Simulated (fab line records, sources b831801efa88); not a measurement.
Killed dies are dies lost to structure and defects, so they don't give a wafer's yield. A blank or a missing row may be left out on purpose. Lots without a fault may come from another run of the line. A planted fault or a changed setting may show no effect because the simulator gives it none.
fab line records | flow sky130
record lots=5 wafers=15 last_day=51
route steps=708 shown SONOS_TUNNEL@160 SONOS_ONO@168 GATE_OXIDE@187 PAD_OPEN@708
lots that met no fault: from a run of the same line without faults
start_h: hours from the record's first day to the start of the lot's first wafer shown | wait_h: hours since the lot's step before | " the same as in the row above | L1.1+2: a row that stands for several wafers | - no value, or no start given | * or withheld: withheld | < > ~ a bound
route shown NAME@n: a module of which the file shows steps, and the number in the route of the first | usual: mean/standard deviation of fault-free wafers | same: alike in all rows | chamber/n: place in a boat | sites: the reading at each site | _std_site: their standard deviation | _edge_site: outer sites' mean less inner sites' | radius_mm: how far each site lies from the wafer's centre | mask NAME#n: copy n | behind: the tool/chamber that last shaped the wafer | hold: why the lot was held/for how many hours/how that ended | device: the transistor (n, p or np) that didn't switch | end of line: the same wafers' tests at the end of the route | a step without rows: its recipe alone | killed: dies lost to structure and defects at the first sort, not the wafer's yield | map: a wafer's dies, x killed, . not, _ none there
set.NAME: the setting as run; set.NAME@STEP: as run at that earlier step | model.NAME: the simulator's own value behind a step, which no gauge read
lots at some steps of the route; a table a step, a row a wafer
services: from which hour (start_h, from the record's first day; less than 0 if before it) a tool's chamber was out of use, for how many hours, and why
## steps
# step SKY_SONOS_TUNNEL_DEVELOP_06
# recipe resist=NOVOLAK developer=TMAH develop_time_s=60 dev_temp_c=23
# step SKY_SONOS_TUNNEL_CD_MEAS_07
# recipe target_cd_nm=410
# usual cd_nm=409.2/2.2
# columns lot.wafer tool chamber start_h wait_h cd_nm
L151.1 cd_sem-02 - 326.22 0.1 408.5
L151.3 " - " " 408.1
L151.5 " - " " 409.0
L154.2 cd_sem-02 - 355.34 0.1 411.1
L154.5 " - " " 408.7
L154.6 " - " " 409.5
L162.2 cd_sem-01 - 416.08 0.1 407.7
L162.5 " - " " 408.6
L162.6 " - " " 405.7
L163.1 cd_sem-01 - 416.67 0.1 408.5
L163.2 " - " " 408.8
L163.4 " - " " 408.0
L164.2 cd_sem-01 - 435.53 0.1 404.6
L164.3 " - " " 408.2
L164.6 " - " " 406.4
# step SKY_SONOS_TUNNEL_OVL_MEAS_08
# usual SONOS_TUNNEL_OVL=0.3/1.2
# columns lot.wafer tool chamber start_h wait_h SONOS_TUNNEL_OVL[nm]
L151.1 overlay-02 - 326.34 0.1 1.0
L151.3 " - " " 0.9
L151.5 " - " " 0.8
L154.2 overlay-01 - 355.44 0.1 -1.8
L154.5 " - " " -2.4
L154.6 " - " " -2.2
L162.2 overlay-02 - 416.18 0.1 -1.9
L162.5 " - " " -1.3
L162.6 " - " " -0.2
L163.1 overlay-02 - 416.79 0.1 -0.4
L163.2 " - " " 0.9
L163.4 " - " " 0.3
L164.2 overlay-02 - 435.63 0.1 2.3
L164.3 " - " " 1.3
L164.6 " - " " 0.5
# step SKY_SONOS_TUNNEL_IMPLANT_09
# recipe species=B energy_kev=20 dose_cm2=1e+12 tilt_deg=withheld
# step SKY_SONOS_TUNNEL_WET_ETCH_10
# recipe chemistry=dHF target_depth_nm=14 target=SiO2 dilution=100:1 temp_c=25 time_s=280
# step SKY_SONOS_TUNNEL_STRIP_11
# recipe chemistry=SPM time_s=600 temp_c=130
# step SKY_SONOS_TUNNEL_TW_MEAS_12
# usual SONOS_TUNNEL_TW=196.7/1.4
# columns lot.wafer tool chamber start_h wait_h SONOS_TUNNEL_TW
L151.1 film_metro-03 - 326.78 0.0 198.1
L151.3 " - " " 198.6
L151.5 " - " " 197.3
L154.2 film_metro-03 - 355.89 0.0 196.6
L154.5 " - " " 195.8
L154.6 " - " " 195.9
L162.2 film_metro-03 - 416.88 0.0 195.1
L162.5 " - " " 196.1
L162.6 " - " " 195.7
L163.1 film_metro-04 - 417.47 0.0 197.4
L163.2 " - " " 198.2
L163.4 " - " " 197.2
L164.2 film_metro-04 - 436.13 0.0 197.8
L164.3 " - " " 198.3
L164.6 " - " " 197.8
# step SKY_SONOS_TUNNEL_CLEAN_13
# recipe chemistry=dHF time_s=20 dilution=100:1 dry=ipa_marangoni
# step SKY_SONOS_ONO_OXIDATION_00
# recipe temp_c=800 ambient=O2 idle_temp_c=700 ramp_up_c_per_min=10 ramp_down_c_per_min=3 stabilise_s=600 purge_s=300 target_thk_a=26 ox_time_s=1249
# step SKY_SONOS_ONO_THK_MEAS_01
# recipe reads=SiO2_of_SONOS_ONO_OXIDATION_00
# usual SONOS_ONO_OXIDATION_THK=2.58/0.063
# columns lot.wafer tool chamber start_h wait_h SONOS_ONO_OXIDATION_THK[nm]
L151.1 film_metro-03 - 329.85 0.0 2.57
L151.3 " - " " 2.54
L151.5 " - " " 2.50
L154.2 film_metro-02 - 357.62 0.0 2.57
L154.5 " - " " 2.46
L154.6 " - " " 2.57
L162.2 film_metro-04 - 418.84 0.0 2.63
L162.5 " - " " 2.56
L162.6 " - " " 2.58
L163.1 film_metro-03 - 420.00 0.0 2.60
L163.2 " - " " 2.57
L163.4 " - " " 2.56
L164.2 film_metro-02 - 438.17 0.0 2.57
L164.3 " - " " 2.59
L164.6 " - " " 2.55
# step SKY_SONOS_ONO_CVD_02
# recipe material=Si3N4 precursor=DCS/NH3 target_thk_nm=10.5 temp_c=770 time_s=189 pressure_mtorr=250
# step SKY_SONOS_ONO_THK_MEAS_03
# recipe reads=Si3N4_of_SONOS_ONO_CVD_02
# usual SONOS_ONO_CVD_02_THK=11.01/0.11
# columns lot.wafer tool chamber start_h wait_h SONOS_ONO_CVD_02_THK[nm]
L151.1 film_metro-04 - 332.48 0.0 11.06
L151.3 " - " " 11.03
L151.5 " - " " 10.94
L154.2 film_metro-03 - 361.17 0.0 11.14
L154.5 " - " " 11.10
L154.6 " - " " 11.19
L162.2 film_metro-04 - 420.17 0.0 10.83
L162.5 " - " " 10.82
L162.6 " - " " 10.82
L163.1 film_metro-04 - 422.41 0.0 10.92
L163.2 " - " " 10.99
L163.4 " - " " 10.97
L164.2 film_metro-03 - 441.28 0.0 10.94
L164.3 " - " " 11.05
L164.6 " - " " 10.93
# step SKY_SONOS_ONO_CVD_04
# recipe material=SiO2 precursor=SiH4/N2O target_thk_nm=5.7199 temp_c=900 pressure_mtorr=400
# usual spike_tc_bottom_C=919.9/1.2 spike_tc_centre_C=898.9/0.98 spike_tc_lower_C=900.4/0.98 spike_tc_top_C=909.5/1.1 spike_tc_upper_C=901.1/1.1 susceptor_temp_C=900.0/0.36
# columns lot.wafer tool chamber start_h wait_h spike_tc_bottom_C spike_tc_centre_C spike_tc_lower_C spike_tc_top_C spike_tc_upper_C susceptor_temp_C model.SiO2_of_SONOS_ONO_CVD_04.thk_nm
L151.1 lpcvd-03 0 332.54 0.1 920.2 899.1 899.5 910.1 900.6 900.1 5.635
L151.3 " 0 " " 921.0 900.3 901.9 910.3 900.2 900.2 5.572
L151.5 " 0 " " 919.4 899.0 899.8 910.4 900.4 900.0 5.565
L154.2 lpcvd-03 1 361.22 0.0 925.5 904.8 905.8 914.2 906.5 905.3 6.295
L154.5 " 1 " " 923.7 905.1 907.5 914.8 908.7 905.5 6.319
L154.6 " 1 " " 925.7 904.6 904.4 914.8 907.5 905.8 6.264
L162.2 lpcvd-03 1 420.22 0.0 917.9 898.0 900.0 910.7 900.4 900.3 5.866
L162.5 " 1 " " 917.5 899.8 897.8 910.6 901.8 900.0 5.906
L162.6 " 1 " " 921.3 899.6 899.3 909.9 901.2 899.6 5.957
L163.1 lpcvd-03 0 422.47 0.1 919.8 899.8 901.5 911.5 900.7 899.6 5.682
L163.2 " 0 " " 920.7 898.1 901.0 910.3 901.2 900.2 5.664
L163.4 " 0 " " 921.5 898.2 900.1 909.5 901.6 899.4 5.61
L164.2 lpcvd-03 1 441.33 0.0 916.7 898.1 899.7 908.5 901.0 900.0 5.751
L164.3 " 1 " " 918.7 898.3 900.0 909.9 901.1 900.0 5.83
L164.6 " 1 " " 917.7 901.1 899.5 909.9 902.8 899.7 5.798
# step SKY_SONOS_ONO_THK_MEAS_05
# recipe reads=SiO2_of_SONOS_ONO_CVD_04
# usual SONOS_ONO_CVD_04_THK=5.71/0.11
# columns lot.wafer tool chamber start_h wait_h SONOS_ONO_CVD_04_THK[nm]
L151.1 film_metro-04 - 333.79 0.0 5.57
L151.3 " - " " 5.61
L151.5 " - " " 5.50
L154.2 film_metro-04 - 362.48 0.0 6.29
L154.5 " - " " 6.39
L154.6 " - " " 6.28
L162.2 film_metro-03 - 421.48 0.0 5.93
L162.5 " - " " 5.87
L162.6 " - " " 5.92
L163.1 film_metro-02 - 423.72 0.0 5.67
L163.2 " - " " 5.67
L163.4 " - " " 5.58
L164.2 film_metro-03 - 442.59 0.0 5.77
L164.3 " - " " 5.82
L164.6 " - " " 5.84
# step SKY_SONOS_ONO_DEHYDRATE_06
# recipe temp_c=200 time_s=60
# step SKY_SONOS_ONO_HMDS_07
# recipe prime_time_s=60 prime_temp_c=120
# step SKY_SONOS_ONO_COAT_08
# recipe resist=NOVOLAK spin_rpm=3000 resist_thk_nm=1140
# step SKY_SONOS_ONO_SOFTBAKE_09
# recipe temp_c=90 time_s=60 resist=NOVOLAK
# step SKY_SONOS_ONO_EXPOSE_10
# recipe mask_id=ONOM target_cd_nm=410 na=0.6 source_shape=conventional sigma_outer=0.6 dose_mj=150
# step SKY_SONOS_ONO_PEB_11
# recipe temp_c=withheld time_s=* resist=NOVOLAK
# step SKY_SONOS_ONO_DEVELOP_12
# recipe develop_time_s=60 dev_temp_c=23
# step SKY_SONOS_ONO_CD_MEAS_13
# recipe target_cd_nm=410
# usual cd_nm=410.8/2.3
# columns lot.wafer tool chamber start_h wait_h cd_nm
L151.1 cd_sem-01 - 362.12 0.2 411.9
L151.3 " - " " 412.0
L151.5 " - " " 412.6
L154.2 cd_sem-02 - 390.83 0.1 409.7
L154.5 " - " " 408.4
L154.6 " - " " 409.0
L162.2 cd_sem-01 - 452.53 0.1 410.3
L162.5 " - " " 412.0
L162.6 " - " " 412.7
L163.1 cd_sem-01 - 454.71 0.1 408.8
L163.2 " - " " 407.9
L163.4 " - " " 408.7
L164.2 cd_sem-01 - 473.23 0.1 412.3
L164.3 " - " " 409.7
L164.6 " - " " 412.5
# step SKY_SONOS_ONO_OVL_MEAS_14
# usual SONOS_ONO_OVL=0.2/1.2
# columns lot.wafer tool chamber start_h wait_h SONOS_ONO_OVL[nm]
L151.1 overlay-02 - 362.24 0.1 -2.2
L151.3 " - " " 0.1
L151.5 " - " " -0.6
L154.2 overlay-01 - 390.93 0.1 0.6
L154.5 " - " " 1.6
L154.6 " - " " 1.8
L162.2 overlay-01 - 452.64 0.1 -0.8
L162.5 " - " " -2.2
L162.6 " - " " -1.6
L163.1 overlay-01 - 454.83 0.1 -0.3
L163.2 " - " " -0.2
L163.4 " - " " -0.5
L164.2 overlay-01 - 473.34 0.1 0.8
L164.3 " - " " 0.1
L164.6 " - " " -0.1
# step SKY_SONOS_ONO_ETCH_15
# recipe target_depth_nm=19.52 chemistry=CHF3/O2 source_w=600 bias_w=200 pressure_mtorr=40 chf3_flow_sccm=50 O2_flow_sccm=5 time_s=7.8
# usual drypump_motor_current_A=5.7/0.46 oes_product_au=0.998/0.011 throttle_valve_pct=8.825/0.0091
# columns lot.wafer tool chamber start_h wait_h drypump_motor_current_A oes_product_au rf_hours_counter_h throttle_valve_pct
L151.1 rie_diel-04 3 362.27 0.0 6.1 1.007 5 8.824
L151.3 " 2 " " 5.5 0.993 8 8.837
L151.5 " 3 " " 6.2 1.016 - 8.822
L154.2 rie_diel-04 1 390.96 0.0 5.8 0.994 12 8.821
L154.5 " 3 " " 6.1 0.996 - 8.820
L154.6 " 0 " " 5.3 1.008 - 8.827
L162.2 rie_diel-03 1 452.67 0.0 5.8 1.008 4 8.823
L162.5 " 3 " " 5.3 0.997 - 8.827
L162.6 " 1 " " 5.9 1.002 - 8.821
L163.1 rie_diel-03 1 454.87 0.0 5.9 1.017 4 8.823
L163.2 " 3 " " 5.3 1.010 81 8.830
L163.4 " 1 " " 5.8 1.015 - 8.818
L164.2 rie_diel-04 2 473.37 0.0 5.5 1.004 10 8.825
L164.3 " 1 " " 5.8 1.001 14 8.838
L164.6 " 2 " " 5.5 0.992 - 8.812
# step SKY_SONOS_ONO_WET_ETCH_16
# recipe chemistry=dHF target_depth_nm=14 dry=n2_spin target=SiO2 dilution=100:1 temp_c=25 time_s=280
# step SKY_SONOS_ONO_STRIP_17
# recipe chemistry=O2/N2 power_w=1400 pressure_mtorr=1500 platen_temp_c=withheld o2_flow_sccm=3000 n2_flow_sccm=300 overash_fraction=0.5
# usual drypump_motor_current_A=5.76/0.26 oes_product_au=0.710/0.0049 strip_time_to_endpoint_s=14.10/0.038
# columns lot.wafer tool chamber start_h wait_h drypump_motor_current_A oes_product_au rf_hours_counter_h strip_time_to_endpoint_s
L151.1 plasma_asher-02 1 362.38 0.0 5.73 0.712 55 14.10
L151.3 " 0 " " 5.92 0.713 - 14.10
L151.5 " 1 " " 5.72 0.709 - 14.08
L154.2 plasma_asher-04 1 391.07 0.0 5.76 0.716 28 14.10
L154.5 " 0 " " 6.06 0.712 - 14.12
L154.6 " 1 " " 5.76 0.709 - 14.09
L162.2 plasma_asher-03 0 452.78 0.0 5.82 0.708 2 14.06
L162.5 " 1 " " 5.19 0.711 - 14.09
L162.6 " 0 " " 5.81 0.707 - 14.10
L163.1 plasma_asher-04 0 454.98 0.0 6.01 0.706 35 14.15
L163.2 " 1 " " 5.77 0.719 35 14.18
L163.4 " 1 " " 5.79 0.708 - 14.17
L164.2 plasma_asher-03 0 473.48 0.0 5.86 0.706 4 14.08
L164.3 " 1 " " 5.19 0.702 - 13.99
L164.6 " 1 " " 5.21 0.710 - 14.07
# step SKY_SONOS_ONO_WET_ETCH_18
# recipe chemistry=H3PO4 target_depth_nm=15 target=Si3N4 temp_c=160 time_s=172
# step SKY_GATE_OXIDE_CLEAN_00
# recipe chemistry=SC1/SC2 mix=1:4:20 temp_c=70 time_s=150 dry=n2_spin
# step SKY_GATE_OXIDE_OXIDATION_01
# recipe temp_c=900 ambient=O2 stabilise_s=600 purge_s=300 target_thk_a=102.68 ox_time_s=1473
# step SKY_GATE_OXIDE_THK_MEAS_02
# recipe reads=SiO2_of_GATE_OXIDE_OXIDATION_01
# usual GATE_OXIDE_OXIDATION_00_THK=10.25/0.21
# columns lot.wafer tool chamber start_h wait_h GATE_OXIDE_OXIDATION_00_THK[nm]
L151.1 film_metro-03 - 364.71 0.0 10.44
L151.3 " - " " 10.28
L151.5 " - " " 10.31
L154.2 film_metro-03 - 392.72 0.0 10.31
L154.5 " - " " 10.18
L154.6 " - " " 10.21
L162.2 film_metro-03 - 454.41 0.0 10.09
L162.5 " - " " 10.45
L162.6 " - " " 10.15
L163.1 film_metro-02 - 457.81 0.0 10.41
L163.2 " - " " 10.63
L163.4 " - " " 10.41
L164.2 film_metro-03 - 475.11 0.0 10.23
L164.3 " - " " 10.23
L164.6 " - " " 10.16
# step SKY_GATE_OXIDE_DEHYDRATE_03
# recipe temp_c=200 time_s=60
# step SKY_GATE_OXIDE_HMDS_04
# recipe prime_time_s=60 prime_temp_c=120
# step SKY_GATE_OXIDE_COAT_05
# recipe resist=NOVOLAK spin_rpm=3000 resist_thk_nm=1140
# step SKY_GATE_OXIDE_SOFTBAKE_06
# recipe temp_c=90 time_s=60 resist=NOVOLAK
# step SKY_GATE_OXIDE_EXPOSE_07
# recipe mask_id=LVOM na=0.6 source_shape=conventional sigma_outer=0.6 polarization=unpolarized target_cd_nm=600 dose_mj=170
# step SKY_GATE_OXIDE_PEB_08
# recipe temp_c=withheld time_s=* resist=NOVOLAK
# step SKY_GATE_OXIDE_DEVELOP_09
# recipe resist=NOVOLAK developer=TMAH develop_time_s=60 dev_temp_c=23
# step SKY_GATE_OXIDE_OVL_MEAS_10
# usual GATE_OXIDE_OVL=0.6/1.1
# columns lot.wafer tool chamber start_h wait_h GATE_OXIDE_OVL[nm]
L151.1 overlay-02 - 393.26 0.1 -1.8
L151.3 " - " " -1.1
L151.5 " - " " -0.5
L154.2 overlay-02 - 423.30 0.1 -0.3
L154.5 " - " " 0.4
L154.6 " - " " -0.2
L162.2 overlay-02 - 484.97 0.1 1.0
L162.5 " - " " 0.4
L162.6 " - " " 1.9
L163.1 overlay-01 - 489.07 0.1 1.3
L163.2 " - " " 0.8
L163.4 " - " " 1.3
L164.2 overlay-01 - 506.50 0.1 -1.0
L164.3 " - " " 1.0
L164.6 " - " " 0.1
# step SKY_GATE_OXIDE_IMPLANT_11
# recipe species=B energy_kev=10 dose_cm2=2.6e+12 tilt_deg=withheld
# step SKY_GATE_OXIDE_WET_ETCH_12
# recipe chemistry=dHF target_depth_nm=16.8 dry=n2_spin target=SiO2 dilution=100:1 temp_c=25 time_s=336
# step SKY_GATE_OXIDE_STRIP_13
# recipe chemistry=O2/N2 power_w=1400 pressure_mtorr=1500 platen_temp_c=withheld o2_flow_sccm=3000 n2_flow_sccm=300 overash_fraction=0.5
# usual drypump_motor_current_A=5.66/0.24 oes_product_au=0.716/0.0043 strip_time_to_endpoint_s=14.18/0.034
# columns lot.wafer tool chamber start_h wait_h drypump_motor_current_A oes_product_au rf_hours_counter_h strip_time_to_endpoint_s
L151.1 plasma_asher-01 0 393.55 0.0 5.55 0.722 72 14.18
L151.3 " 0 " " 5.58 0.720 - 14.15
L151.5 " 0 " " 5.58 0.711 - 14.17
L154.2 plasma_asher-01 0 423.73 0.0 5.58 0.716 75 14.19
L154.5 " 0 " " 5.57 0.710 - 14.25
L154.6 " 1 " " 5.69 0.710 - 14.22
L162.2 plasma_asher-01 0 485.27 0.0 5.56 0.722 81 14.13
L162.5 " 1 " " 5.72 0.721 - 14.10
L162.6 " 0 " " 5.56 0.719 - 14.14
L163.1 plasma_asher-03 0 489.35 0.0 5.84 0.709 6 14.20
L163.2 " 1 " " 5.24 0.713 6 14.24
L163.4 " 1 " " 5.22 0.720 - 14.25
L164.2 plasma_asher-01 0 506.78 0.0 5.55 0.715 84 14.15
L164.3 " 0 " " 5.57 0.716 - 14.19
L164.6 " 0 " " 5.56 0.715 - 14.15
# step SKY_GATE_OXIDE_TW_MEAS_14
# usual GATE_OXIDE_TW=223.6/2.6
# columns lot.wafer tool chamber start_h wait_h GATE_OXIDE_TW
L151.1 film_metro-01 - 393.65 0.1 220.8
L151.3 " - " " 221.0
L151.5 " - " " 221.2
L154.2 film_metro-03 - 423.84 0.1 223.5
L154.5 " - " " 222.4
L154.6 " - " " 223.4
L162.2 film_metro-01 - 485.38 0.1 221.3
L162.5 " - " " 222.0
L162.6 " - " " 222.6
L163.1 film_metro-01 - 489.45 0.1 222.3
L163.2 " - " " 223.1
L163.4 " - " " 222.6
L164.2 film_metro-02 - 506.89 0.1 229.2
L164.3 " - " " 228.8
L164.6 " - " " 229.3
# step SKY_GATE_OXIDE_CLEAN_15
# recipe chemistry=SC1/SC2 mix=1:4:20 temp_c=70 time_s=150 dry=n2_spin
# columns lot.wafer tool chamber start_h wait_h model.SiO2_of_SONOS_ONO_CVD_04.thk_nm
L151.1 wet_bench-02 1 393.71 0.1 4.135
L151.3 " 1 " " 4.068
L151.5 " 1 " " 4.064
L154.2 wet_bench-03 0 423.89 0.0 4.782
L154.5 " 0 " " 4.808
L154.6 " 0 " " 4.754
L162.2 wet_bench-03 3 485.43 0.0 4.349
L162.5 " 3 " " 4.386
L162.6 " 3 " " 4.44
L163.1 wet_bench-04 0 489.51 0.1 4.163
L163.2 " 0 " " 4.147
L163.4 " 0 " " 4.095
L164.2 wet_bench-03 3 506.94 0.0 4.246
L164.3 " 3 " " 4.326
L164.6 " 3 " " 4.295
# step SKY_PAD_OPEN_PROBE_99
# usual killed_at_M0_to_M3=43/6.8 killed_at_M4_up=3.3/1.9 killed_at_contacts=24/5.3 killed_at_front_end=14/4.3 killed_at_other=0.3/0.62 killed_dies=85/9.8 killed_open=46/8 killed_short=39/5.9
# same gross_dies=492 killed_at_back_side=0
# columns lot.wafer tool chamber start_h wait_h killed_at_M0_to_M3 killed_at_M4_up killed_at_contacts killed_at_front_end killed_at_other killed_dies killed_open killed_short model.etest.sonos_erased.drive_ua_um model.etest.sonos_uncharged.r_on_ohm_um model.etest.sonos_programmed.off_log10_a_um model.etest.cap_ono.gate_log10_a_cm2 model.etest.cap_ono.gate_bv_v model.etest.cap_ono.tox_acc_nm model.etest.sonos_programmed.vt_v model.etest.sonos_erased.vt_v
L151.1 prober-01 - 1155.93 0.1 52 6 22 9 0 89 51 38 178.9 807.2 -13.96 -8.159 16.36 13.07 1.349 -2.193
L151.3 prober-01 - 1156.03 0.2 55 6 18 10 0 89 49 40 167.7 804.8 -14 -8.062 16.79 13.05 1.36 -2.205
L151.5 prober-01 - 1156.13 0.2 35 5 20 20 1 81 40 41 181.8 806.7 -14.06 -8.028 16.35 12.95 1.404 -2.259
L154.2 prober-02 - 1172.60 0.1 35 4 13 15 0 67 39 28 152.3 834.9 -12.95 -9.078 17.22 13.81 0.9234 -1.833
L154.5 prober-02 - 1172.75 0.2 46 1 24 15 2 88 42 46 144.8 829.5 -12.55 -9.12 17.47 13.75 0.8691 -1.848
L154.6 prober-02 - 1172.80 0.2 30 4 25 13 0 72 38 34 149.6 831.4 -12.6 -9.03 17.75 13.75 0.8951 -1.883
L162.2 prober-02 - 1210.11 0.1 41 3 26 12 0 82 45 37 161.1 803.4 -13.82 -8.438 16.64 13.22 1.254 -2.097
L162.5 prober-02 - 1210.26 0.2 42 2 23 8 0 75 41 34 184.2 799 -13.88 -8.42 17.18 13.29 1.236 -2.131
L162.6 prober-02 - 1210.31 0.2 42 3 23 19 0 87 48 39 175.4 819.5 -13.9 -8.396 16.46 13.33 1.205 -2.096
L163.1 prober-01 - 1210.83 0.1 47 3 15 10 0 75 31 44 163.9 829.6 -14.06 -8.083 16.5 13.02 1.414 -2.193
L163.2 prober-01 - 1210.88 0.1 63 4 18 11 0 96 53 43 168.5 826.6 -14.08 -8.298 16.62 13.09 1.344 -2.149
L163.4 prober-01 - 1210.98 0.2 50 6 21 12 0 89 48 41 147.8 819.4 -14.06 -8.106 16.81 13.03 1.438 -2.184
L164.2 prober-02 - 1220.07 0.1 41 3 22 11 0 77 43 34 190.6 805.5 -13.85 -8.237 16.44 13.13 1.331 -2.217
L164.3 prober-02 - 1220.12 0.2 47 4 27 18 0 96 47 49 173.4 844.2 -13.98 -8.423 17.23 13.21 1.26 -2.126
L164.6 prober-02 - 1220.27 0.2 57 2 19 14 0 92 53 39 165.4 802.2 -13.88 -8.361 16.49 13.24 1.255 -2.149
# killed by level:class
L151.1 VIA3:geometric_particle:open=12 METAL2:geometric_particle:short=9 CONTACT:geometric_particle:open=9 LI_CONTACT:geometric_particle:open=8 VIA1:geometric_particle:open=8 VIA2:geometric_particle:open=6 METAL1:geometric_particle:short=5 VIA2:geometric_particle:short=4
L151.3 CONTACT:geometric_particle:open=11 VIA3:geometric_particle:open=10 VIA1:geometric_particle:open=9 VIA1:geometric_particle:short=9 METAL2:geometric_particle:short=6 FIELD_ISO:geometric_particle:short=5 METAL4:geometric_particle:short=4 VIA2:geometric_particle:open=4
L151.5 VIA3:geometric_particle:open=10 FIELD_ISO:geometric_particle:short=6 LI_CONTACT:geometric_particle:open=6 LOCAL_INTERCONNECT:geometric_particle:short=6 VIA1:geometric_particle:open=6 CONTACT:geometric_particle:open=5 VIA3:geometric_particle:short=5 METAL4:geometric_particle:short=4
L154.2 VIA1:geometric_particle:open=12 CONTACT:geometric_particle:open=5 VIA1:geometric_particle:short=5 VIA2:geometric_particle:open=5 POLY_GATE:geometric_particle:open=4 FIELD_ISO:geometric_particle:short=3 FIELD_ISO:geometric_particle:open=3 METAL2:geometric_particle:short=3
L154.5 CONTACT:geometric_particle:open=9 VIA3:geometric_particle:open=7 VIA2:geometric_particle:open=7 VIA1:geometric_particle:open=7 CONTACT:geometric_particle:short=7 VIA1:geometric_particle:short=7 METAL1:geometric_particle:short=6 VIA3:geometric_particle:short=6
L154.6 CONTACT:geometric_particle:open=8 LOCAL_INTERCONNECT:geometric_particle:short=7 LI_CONTACT:geometric_particle:open=5 VIA1:geometric_particle:open=5 VIA2:geometric_particle:short=5 VIA2:geometric_particle:open=5 POLY_GATE:geometric_particle:open=4 VIA3:geometric_particle:open=4
L162.2 VIA1:geometric_particle:open=10 CONTACT:geometric_particle:open=9 LI_CONTACT:geometric_particle:open=8 VIA2:geometric_particle:open=7 LI_CONTACT:geometric_particle:short=5 POLY_GATE:geometric_particle:open=5 METAL1:geometric_particle:short=5 VIA1:geometric_particle:short=5
L162.5 VIA1:geometric_particle:open=9 LI_CONTACT:geometric_particle:open=7 CONTACT:geometric_particle:open=7 VIA2:geometric_particle:open=6 VIA2:geometric_particle:short=5 LOCAL_INTERCONNECT:geometric_particle:short=5 VIA3:geometric_particle:open=4 LI_CONTACT:geometric_particle:short=4
L162.6 CONTACT:geometric_particle:open=9 VIA3:geometric_particle:open=8 VIA1:geometric_particle:open=7 FIELD_ISO:geometric_particle:short=6 VIA2:geometric_particle:open=6 SPACER:geometric_particle:open=5 LI_CONTACT:geometric_particle:open=5 METAL2:geometric_particle:short=5
L163.1 METAL2:geometric_particle:short=8 CONTACT:geometric_particle:open=7 VIA2:geometric_particle:open=6 VIA3:geometric_particle:open=5 VIA1:geometric_particle:short=5 VIA1:geometric_particle:open=5 VIA2:geometric_particle:short=5 LOCAL_INTERCONNECT:geometric_particle:short=4
L163.2 VIA1:geometric_particle:open=16 VIA3:geometric_particle:open=10 VIA1:geometric_particle:short=7 VIA2:geometric_particle:open=7 VIA3:geometric_particle:short=6 CONTACT:geometric_particle:open=6 METAL2:geometric_particle:short=6 CONTACT:geometric_particle:short=4
L163.4 CONTACT:geometric_particle:open=13 VIA1:geometric_particle:open=11 VIA3:geometric_particle:open=10 METAL2:geometric_particle:short=7 VIA2:geometric_particle:open=5 METAL4:geometric_particle:short=5 FIELD_ISO:geometric_particle:short=4 CONTACT:geometric_particle:short=4
L164.2 CONTACT:geometric_particle:open=10 VIA2:geometric_particle:open=10 POLY_GATE:geometric_particle:open=5 CONTACT:geometric_particle:short=5 VIA1:geometric_particle:open=5 LOCAL_INTERCONNECT:geometric_particle:short=4 METAL3:geometric_particle:short=4 METAL1:geometric_particle:short=4
L164.3 VIA2:geometric_particle:open=9 CONTACT:geometric_particle:open=7 FIELD_ISO:geometric_particle:short=6 LI_CONTACT:geometric_particle:open=6 LOCAL_INTERCONNECT:geometric_particle:short=6 METAL1:geometric_particle:short=6 FIELD_ISO:geometric_particle:open=5 VIA1:geometric_particle:open=5
L164.6 VIA1:geometric_particle:open=12 VIA2:geometric_particle:open=10 VIA1:geometric_particle:short=7 CONTACT:geometric_particle:open=6 FIELD_ISO:geometric_particle:short=5 LI_CONTACT:geometric_particle:open=5 METAL1:geometric_particle:short=5 VIA3:geometric_particle:open=5
## services
# columns tool chamber start_h hours kind
lpcvd-03 - 308.93 1.4 repair
lpcvd-03 - 321.49 1.5 repair
rie_diel-04 - 331.21 0.3 repair
rie_diel-03 1 333.98 17.4 repair
wet_bench-03 - 362.02 7.1 repair
rie_diel-04 2 362.85 2.1 repair
rie_diel-04 2 375.04 15.4 repair
plasma_asher-03 - 376.78 28.1 pm
rie_diel-04 3 378.42 9.7 repair
rie_diel-03 - 391.75 0.5 repair
plasma_asher-02 - 402.95 2.7 repair
rie_diel-03 2 404.89 13.0 repair
rie_diel-04 3 419.65 17.2 repair
plasma_asher-03 - 421.25 9.0 pm
plasma_asher-03 0 421.25 9.0 vent_cycle
plasma_asher-03 1 421.25 9.0 vent_cycle
plasma_asher-03 - 421.75 1.0 repair
plasma_asher-03 0 430.25 - clean
plasma_asher-01 - 455.59 2.0 repair
rie_diel-03 1 466.74 2.1 repair
rie_diel-04 0 471.28 7.5 repair
plasma_asher-04 - 483.65 28.1 pm
wet_bench-02 - 492.77 5.0 repair
plasma_asher-02 - 494.67 5.6 repair
## key
first_sign step=SKY_SONOS_ONO_CVD_04 reading=susceptor_temp_C direction=up sigmas=15 usual=* struck=*
effect step=SKY_SONOS_ONO_CVD_04 reading=spike_tc_centre_C direction=up sigmas=6 usual=898.9 struck=904.8
effect step=SKY_SONOS_ONO_THK_MEAS_05 reading=SONOS_ONO_CVD_04_THK direction=up sigmas=5.4 usual=5.71 struck=6.32
model_effect step=SKY_SONOS_ONO_CVD_04 value=SiO2_of_SONOS_ONO_CVD_04.thk_nm without=5.722 struck=6.293
model_effect step=SKY_GATE_OXIDE_CLEAN_15 value=SiO2_of_SONOS_ONO_CVD_04.thk_nm without=4.211 struck=4.781
model_effect step=SKY_PAD_OPEN_PROBE_99 value=etest.sonos_erased.drive_ua_um without=185.2 struck=148.9
met_at SKY_SONOS_ONO_CVD_04
struck_wafers L154.2,L154.5,L154.6
tester_left_out L154
fault kind=process_parameter_drift tool=lpcvd-03 chamber=1 onset_h=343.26 steps=SKY_SONOS_ONO_CVD_04 channel=temp_c offset=* shape=step end_h=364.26 stated=*
# tester_left_out: of these lots the tester's yield and bins aren't shown, on N5 and GAA mostly nor the transistor test; their killed dies are dies lost to structure and defects alone, not to doping, threshold or leakage, so they don't give the yield
